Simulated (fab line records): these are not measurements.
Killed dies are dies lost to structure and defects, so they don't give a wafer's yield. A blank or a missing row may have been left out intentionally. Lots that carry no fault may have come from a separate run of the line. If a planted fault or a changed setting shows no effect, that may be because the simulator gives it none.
Matching of chambers | flow gf180mcu | GF_CONTACT_CMP_27 on cmp-01 has 4 sister chambers
The step polishes, stops on SiO2, t overpolish 15 s, target thk 0 nm. 15 wafers are shown with their chamber, then 7 later ones without.

== WAFERS WITH THEIR CHAMBER ==
wafer  | chamber | motor-current-A (A) | time-to-endpoint-s (s)
L997.3 | 2       | 10.8                | 69
L997.4 | 3       | 11.4                | 74
L997.5 | 2       | 10.8                | 71
L999.3 | 0       | 11.1                | 78
L999.4 | 1       | 9.5                 | 77
L999.6 | 2       | 11.4                | 71
L106.6 | 1       | 9.9                 | 70
L108.1 | 1       | 9.2                 | 80
L108.4 | 2       | 11.0                | 71
L108.5 | 1       | 9.2                 | 75
L114.2 | 3       | 11.3                | 73
L114.4 | 0       | 11.7                | 78
L114.6 | 2       | 10.9                | 71
L116.2 | 0       | 10.4                | 79
L116.4 | 3       | 11.1                | 72

SIGNATURES (averages over the wafers above)
reading            | chamber 0 | chamber 1 | chamber 2 | chamber 3 | scatter within a chamber
motor-current-A    | 11.067    | 9.450     | 10.980    | 11.267    | 0.366
time-to-endpoint-s | 78.33     | 75.50     | 70.60     | 73.00     | 2.31
Rule: a wafer lies at a distance from a chamber equal to the root of the sum of squares, over the readings, of (its reading less the chamber's mean, divided by the reading's scatter). The wafer belongs to the nearest chamber; if the next one is less than 2 further off, it can't be placed. The scatter is the square root of a quotient: the sum, over the shown wafers, of each reading's squared deviation from its chamber's mean, divided by wafers minus chambers.

== WAFERS WITH NO CHAMBER GIVEN ==
wafer  | motor-current-A (A) | time-to-endpoint-s (s)
L116.5 | 9.8                 | 77
L117.2 | 11.2                | 64
L117.4 | 9.4                 | 75
L117.5 | 10.8                | 70
L119.1 | 11.5                | 75
L119.3 | 11.4                | 69
L119.4 | 11.6                | 72

== EACH ONE'S CHAMBER ==
wafer  | from the rows above          | in truth
L116.5 | 1                            | 1
L117.2 | can't be placed: 2 or 3      | 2
L117.4 | 1                            | 1
L117.5 | can't be placed: 2 or 3      | 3
L119.1 | can't be placed: 3 or 0 or 2 | 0
L119.3 | can't be placed: 2 or 3      | 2
L119.4 | can't be placed: 3 or 2      | 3
Correctly placed: 2 of 7. Can't be placed from these rows: 5 (the true chamber is among the candidates in 5). Wrongly placed: 0.
